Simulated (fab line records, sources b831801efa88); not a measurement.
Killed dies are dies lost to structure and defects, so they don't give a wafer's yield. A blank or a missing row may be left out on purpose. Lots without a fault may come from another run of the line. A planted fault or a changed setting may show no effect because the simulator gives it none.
Which tool did it? | flow gf180mcu | 11 lots, 33 wafers sampled, at 5 steps of a route of 602

WHAT THE GAUGES READ, wafer by wafer
GF_V2_RS_MEAS_24: measures by four-point-probe. Usual: V2_W_RS 0.327 ohm/sq, standard deviation 0.0044.
lot  | measured     | on            | V2_W_RS (ohm/sq)  | flag
L219 | day 20 09:03 | film_metro-02 | 0.332 0.333 0.332 |
L221 | day 20 22:50 | film_metro-04 | 0.331 0.327 0.334 |
L222 | day 21 18:03 | film_metro-04 | 0.325 0.327 0.317 |
L226 | day 22 20:19 | film_metro-02 | 0.329 0.449 0.427 | OFF
L227 | day 23 11:34 | film_metro-02 | 0.322 0.325 0.433 | OFF
L236 | day 26 04:55 | film_metro-03 | 0.329 0.326 0.322 |
L237 | day 26 12:14 | film_metro-04 | 0.333 0.334 0.327 |
L238 | day 26 19:50 | film_metro-04 | 0.322 0.326 0.326 |
L240 | day 27 10:34 | film_metro-02 | 0.331 0.330 0.333 |
L241 | day 27 12:50 | film_metro-03 | 0.324 0.327 0.321 |
L242 | day 28 00:08 | film_metro-02 | 0.323 0.325 0.329 |

GF_V2_THK_MEAS_25: measures by xrf. Usual: V2_W_THK 356 nm, standard deviation 6.3.
lot  | measured     | on            | V2_W_THK (nm) | flag
L219 | day 20 09:09 | film_metro-02 | 347 347 348   |
L221 | day 20 22:57 | film_metro-04 | 351 354 348   |
L222 | day 21 18:09 | film_metro-04 | 360 362 370   |
L226 | day 22 20:25 | film_metro-02 | 349 258 270   | OFF
L227 | day 23 11:41 | film_metro-02 | 364 361 271   | OFF
L236 | day 26 05:01 | film_metro-03 | 353 357 363   |
L237 | day 26 12:21 | film_metro-04 | 348 347 355   |
L238 | day 26 19:58 | film_metro-04 | 361 356 354   |
L240 | day 27 10:41 | film_metro-02 | 350 349 347   |
L241 | day 27 12:56 | film_metro-03 | 363 359 366   |
L242 | day 28 00:14 | film_metro-02 | 357 355 351   |

WHICH TOOL RAN EACH LOT (tool, then ch and the chambers of the sampled wafers, then the start)
lot  | GF_M2_SPUTTER_01             | GF_M2_STRIP_17                       | GF_V2_CVD_23
L219 | pvd_sputter-04, day 18 05:38 | plasma_asher-02 ch 0,1, day 19 06:20 | cvd_w-02 ch 0,1, day 20 08:56
L221 | pvd_sputter-01, day 18 19:52 | plasma_asher-04 ch 0,1, day 19 20:31 | cvd_w-01 ch 1, day 20 22:43
L222 | pvd_sputter-02, day 19 15:51 | plasma_asher-04 ch 0,1, day 20 16:30 | cvd_w-01 ch 0,1, day 21 17:56
L226 | pvd_sputter-01, day 20 18:09 | plasma_asher-04 ch 0,1, day 21 18:27 | cvd_w-02 ch 0,1, day 22 20:10
L227 | pvd_sputter-01, day 21 10:13 | plasma_asher-02 ch 0,1, day 22 10:39 | cvd_w-02 ch 0,1, day 23 11:27
L236 | pvd_sputter-01, day 24 07:30 | plasma_asher-02 ch 0,1, day 25 05:41 | cvd_w-01 ch 0,1, day 26 04:48
L237 | pvd_sputter-01, day 24 15:02 | plasma_asher-02 ch 0, day 25 13:12   | cvd_w-01 ch 0,1, day 26 12:07
L238 | pvd_sputter-02, day 24 23:41 | plasma_asher-04 ch 0,1, day 25 20:54 | cvd_w-01 ch 0,1, day 26 19:43
L240 | pvd_sputter-01, day 25 14:47 | plasma_asher-04 ch 0,1, day 26 11:36 | cvd_w-02 ch 0,1, day 27 10:27
L241 | pvd_sputter-01, day 25 16:54 | plasma_asher-04 ch 1, day 26 13:41   | cvd_w-01 ch 0,1, day 27 12:42
L242 | pvd_sputter-01, day 26 04:12 | plasma_asher-01 ch 0,1, day 27 01:19 | cvd_w-01 ch 0, day 28 00:00
- GF_M2_SPUTTER_01: material TiN, target thk 30 nm, time 25 s.
- GF_M2_STRIP_17: strips in O2/N2.
- GF_V2_CVD_23: deposits W, target thk 350 nm, time 104.94 s.

WHAT THE TOOLS THEMSELVES READ (means of the sampled wafers that have a number; where no wafer has one, the mark that the record gives instead)
GF_M2_SPUTTER_01. Usual: throttle_valve_pct 29.5 %, standard deviation 1.4.
lot  | tool           | throttle_valve_pct (%) | flag
L219 | pvd_sputter-04 | 30.7                   |
L221 | pvd_sputter-01 | 29.1                   |
L222 | pvd_sputter-02 | 29.3                   |
L226 | pvd_sputter-01 | 30.1                   |
L227 | pvd_sputter-01 | 29.3                   |
L236 | pvd_sputter-01 | 27.8                   |
L237 | pvd_sputter-01 | 28.3                   |
L238 | pvd_sputter-02 | 28.7                   |
L240 | pvd_sputter-01 | 30.1                   |
L241 | pvd_sputter-01 | 29.7                   |
L242 | pvd_sputter-01 | 29.1                   |

GF_M2_STRIP_17. Usual: drypump_motor_current_A 5.6 A, standard deviation 0.4; heater_power_w 352 W, standard deviation 25; oes_product_au 0.558 a.u., standard deviation 0.0049; strip_time_to_endpoint_s 7.88 s, standard deviation 0.04.
lot  | tool            | drypump_motor_current_A (A) | heater_power_w (W) | oes_product_au (a.u.) | strip_time_to_endpoint_s (s) | flag
L219 | plasma_asher-02 | 5.7                         | 341                | 0.555                 | 7.88                         |
L221 | plasma_asher-04 | 5.2                         | 353                | 0.560                 | 7.92                         |
L222 | plasma_asher-04 | 5.5                         | 369                | 0.560                 | 7.89                         |
L226 | plasma_asher-04 | 5.5                         | 365                | 0.553                 | 7.84                         |
L227 | plasma_asher-02 | 5.7                         | 340                | 0.553                 | 7.81                         |
L236 | plasma_asher-02 | 5.9                         | 346                | 0.559                 | 7.91                         |
L237 | plasma_asher-02 | 5.9                         | 363                | 0.559                 | 7.89                         |
L238 | plasma_asher-04 | 5.5                         | 369                | 0.551                 | 7.84                         |
L240 | plasma_asher-04 | 5.2                         | 355                | 0.554                 | 7.87                         |
L241 | plasma_asher-04 | 5.8                         | 387                | 0.559                 | 7.88                         |
L242 | plasma_asher-01 | 5.7                         | 365                | 0.559                 | 7.88                         |

GF_V2_CVD_23. Usual: heater_power_w 786 W, standard deviation 81.
lot  | tool     | heater_power_w (W) | flag
L219 | cvd_w-02 | 716                |
L221 | cvd_w-01 | 755                |
L222 | cvd_w-01 | 808                |
L226 | cvd_w-02 | 753                |
L227 | cvd_w-02 | 748                |
L236 | cvd_w-01 | 814                |
L237 | cvd_w-01 | 815                |
L238 | cvd_w-01 | 814                |
L240 | cvd_w-02 | 709                |
L241 | cvd_w-01 | 844                |
L242 | cvd_w-01 | 900                |

THE ANSWER, worked out from the rows above alone
Rule: a lot is off if the mean of its wafers that have a number lies more than 3 standard deviations from the usual mean. A lot without any number at a reading at which 4 lots or more have one is off too. The other lots that the step has rows for count as sound. The gauges are gone through in route order, then the tools' own readings, and for those a lot's mean is taken as printed above. The first step at which some lot is off is used, and at that step the reading that is off furthest; a lot without a number counts as furthest.
Off: L226, L227, at GF_V2_RS_MEAS_24 (V2_W_RS).
A tool fits if, at a process step before that reading, it ran every lot that is off, and no sound lot after the first of them. The gauges at GF_V2_RS_MEAS_24 are tried like those tools. None of those tried fits.

WHAT THE SIMULATOR HAD PUT IN
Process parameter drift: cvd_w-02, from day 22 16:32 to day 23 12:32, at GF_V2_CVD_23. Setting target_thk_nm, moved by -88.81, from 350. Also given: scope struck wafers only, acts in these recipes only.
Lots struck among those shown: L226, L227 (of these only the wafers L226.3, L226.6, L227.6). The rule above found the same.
